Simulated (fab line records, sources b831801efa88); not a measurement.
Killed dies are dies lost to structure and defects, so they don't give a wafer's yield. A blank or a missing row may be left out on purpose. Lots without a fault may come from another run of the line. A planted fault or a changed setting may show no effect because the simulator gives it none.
Which tool did it? | flow sky130 | 12 lots, 36 wafers sampled, at 4 steps of a route of 708

WHAT THE GAUGES READ, wafer by wafer
The record holds no reading of a measuring or inspecting step that can be judged against a usual standard deviation.

WHICH TOOL RAN EACH LOT (tool, then ch and the chambers of the sampled wafers, then the start)
lot  | SKY_VIA3_CVD_21               | SKY_VIA3_CMP_24               | SKY_VIA4_CMP_02               | SKY_METAL5_SPUTTER_04
L707 | cvd_w-02 ch 0,1, day 40 04:32 | cmp-02 ch 0,1,3, day 40 04:50 | cmp-02 ch 0,3, day 42 07:42   | pvd_sputter-01, day 43 08:12
L709 | cvd_w-02 ch 0,1, day 40 17:26 | cmp-02 ch 0,2, day 40 17:44   | cmp-01 ch 1,2,3, day 42 19:43 | pvd_sputter-03, day 43 20:01
L708 | cvd_w-02 ch 0,1, day 40 23:13 | cmp-01 ch 0,1,2, day 40 23:31 | cmp-02 ch 0,1,3, day 43 00:50 | pvd_sputter-03, day 44 01:44
L710 | cvd_w-02 ch 0,1, day 41 02:29 | cmp-02 ch 0,2,3, day 41 02:54 | cmp-01 ch 1,2,3, day 43 05:13 | pvd_sputter-04, day 44 06:02
L711 | cvd_w-02 ch 0,1, day 41 06:04 | cmp-02 ch 0,1,3, day 41 06:22 | cmp-02 ch 0,1,2, day 43 07:49 | pvd_sputter-04, day 44 08:49
L712 | cvd_w-02 ch 0,1, day 41 13:56 | cmp-02 ch 0,1,2, day 41 14:23 | cmp-02 ch 0,1, day 43 15:38   | pvd_sputter-04, day 44 16:16
L714 | cvd_w-02 ch 0,1, day 41 19:29 | cmp-01 ch 0,2,3, day 41 19:47 | cmp-01 ch 0,1, day 43 19:34   | pvd_sputter-03, day 44 20:20
L715 | cvd_w-02 ch 0,1, day 42 08:05 | cmp-02 ch 0,1,3, day 42 08:23 | cmp-02 ch 0,2,3, day 44 09:20 | pvd_sputter-03, day 45 09:08
L722 | cvd_w-02 ch 0,1, day 43 21:35 | cmp-02 ch 1,2,3, day 43 21:56 | cmp-02 ch 0,1, day 45 20:20   | pvd_sputter-04, day 46 19:37
L721 | cvd_w-02 ch 0,1, day 44 01:03 | cmp-02 ch 0,1, day 44 01:26   | cmp-01 ch 2,3, day 45 22:59   | pvd_sputter-01, day 46 21:20
L727 | cvd_w-01 ch 0,1, day 45 11:16 | cmp-01 ch 0,3, day 45 11:37   | cmp-02 ch 0,1,3, day 47 08:56 | pvd_sputter-03, day 48 06:11
L728 | cvd_w-02 ch 1, day 45 12:13   | cmp-02 ch 0,2, day 45 12:36   | cmp-02 ch 1,3, day 47 09:24   | pvd_sputter-04, day 48 06:22
- SKY_VIA3_CVD_21: deposits W, target thk 390 nm, time 117.31 s.
- SKY_VIA3_CMP_24: polishes, stops on SiO2, t overpolish 20 s, target thk 0 nm.
- SKY_VIA4_CMP_02: polishes SiO2.
- SKY_METAL5_SPUTTER_04: material TiN, target thk 70 nm, time 58.3 s.

WHAT THE TOOLS THEMSELVES READ (means of the sampled wafers that have a number; where no wafer has one, the mark that the record gives instead)
SKY_VIA3_CVD_21. Usual: heater_power_w 822 W, standard deviation 49.
lot  | tool     | heater_power_w (W) | flag
L707 | cvd_w-02 | 820                |
L709 | cvd_w-02 | 820                |
L708 | cvd_w-02 | 821                |
L710 | cvd_w-02 | 825                |
L711 | cvd_w-02 | 813                |
L712 | cvd_w-02 | 822                |
L714 | cvd_w-02 | 824                |
L715 | cvd_w-02 | 818                |
L722 | cvd_w-02 | 805                |
L721 | cvd_w-02 | 802                |
L727 | cvd_w-01 | 839                |
L728 | cvd_w-02 | 776                |

SKY_VIA3_CMP_24. Usual: motor_current_A 10.6 A, standard deviation 0.79; overpolish_run_s 19.999 s, standard deviation 0.0089; slurry_flow_ml_min 150.0, standard deviation 0.45; time_to_endpoint_s 95.0 s, standard deviation 3.
lot  | tool   | motor_current_A (A) | overpolish_run_s (s) | slurry_flow_ml_min | time_to_endpoint_s (s) | flag
L707 | cmp-02 | 10.7                | 20.001               | 150.2              | 95.1                   |
L709 | cmp-02 | 11.1                | 20.003               | 149.3              | 96.1                   |
L708 | cmp-01 | 10.8                | 19.998               | 150.3              | 93.7                   |
L710 | cmp-02 | 10.4                | 19.994               | 150.1              | 98.1                   |
L711 | cmp-02 | 10.7                | 20.006               | 150.4              | 96.6                   |
L712 | cmp-02 | 11.0                | 19.998               | 149.6              | 95.3                   |
L714 | cmp-01 | 11.1                | 20.002               | 149.5              | 93.9                   |
L715 | cmp-02 | 10.6                | 20.002               | 150.2              | 97.8                   |
L722 | cmp-02 | 10.4                | 19.992               | 149.6              | 93.6                   |
L721 | cmp-02 | 10.5                | 19.992               | 150.3              | 91.8                   |
L727 | cmp-01 | 10.5                | 20.000               | 149.9              | 95.3                   |
L728 | cmp-02 | 10.4                | 19.993               | 150.2              | 91.9                   |

SKY_VIA4_CMP_02. Usual: motor_current_A 11.8 A, standard deviation 0.85; slurry_flow_ml_min 150.0, standard deviation 0.46.
lot  | tool   | motor_current_A (A) | slurry_flow_ml_min | flag
L707 | cmp-02 | 11.0                | 150.3              |
L709 | cmp-01 | 12.7                | 150.1              |
L708 | cmp-02 | 11.2                | 149.8              |
L710 | cmp-01 | 11.9                | 149.1              |
L711 | cmp-02 | 12.4                | 150.1              |
L712 | cmp-02 | 12.3                | 150.1              |
L714 | cmp-01 | 11.1                | 150.0              |
L715 | cmp-02 | 11.2                | 149.9              |
L722 | cmp-02 | 12.1                | 149.7              |
L721 | cmp-01 | 12.1                | 149.9              |
L727 | cmp-02 | 11.1                | 150.4              |
L728 | cmp-02 | 11.6                | 149.9              |

SKY_METAL5_SPUTTER_04. Usual: cathode_dc_power_W 6500.1 W, standard deviation 1.1; throttle_valve_pct 30.5 %, standard deviation 0.74.
lot  | tool           | cathode_dc_power_W (W) | throttle_valve_pct (%) | flag
L707 | pvd_sputter-01 | 6500.9                 | 30.6                   |
L709 | pvd_sputter-03 | 6500.4                 | 29.9                   |
L708 | pvd_sputter-03 | 6499.5                 | 29.9                   |
L710 | pvd_sputter-04 | 6499.4                 | 30.0                   |
L711 | pvd_sputter-04 | 6500.2                 | 30.8                   |
L712 | pvd_sputter-04 | 6499.7                 | 29.9                   |
L714 | pvd_sputter-03 | 6500.2                 | 30.1                   |
L715 | pvd_sputter-03 | 6500.2                 | 30.4                   |
L722 | pvd_sputter-04 | 6499.9                 | 29.9                   |
L721 | pvd_sputter-01 | 6416.5                 | 30.5                   | OFF
L727 | pvd_sputter-03 | 6499.9                 | 30.5                   |
L728 | pvd_sputter-04 | 6498.8                 | 30.7                   |

THE ANSWER, worked out from the rows above alone
Rule: a lot is off if the mean of its wafers that have a number lies more than 3 standard deviations from the usual mean. A lot without any number at a reading at which 4 lots or more have one is off too. The other lots that the step has rows for count as sound. The gauges are gone through in route order, then the tools' own readings, and for those a lot's mean is taken as printed above. The first step at which some lot is off is used, and at that step the reading that is off furthest; a lot without a number counts as furthest.
Off: L721, at SKY_METAL5_SPUTTER_04 (cathode_dc_power_W).
A tool fits if, at that step or a process step before it, it ran every lot that is off, and no sound lot after the first of them. Can't be told from this: 2 tools fit, cmp-01 at SKY_VIA4_CMP_02, pvd_sputter-01 at SKY_METAL5_SPUTTER_04.

WHAT THE SIMULATOR HAD PUT IN
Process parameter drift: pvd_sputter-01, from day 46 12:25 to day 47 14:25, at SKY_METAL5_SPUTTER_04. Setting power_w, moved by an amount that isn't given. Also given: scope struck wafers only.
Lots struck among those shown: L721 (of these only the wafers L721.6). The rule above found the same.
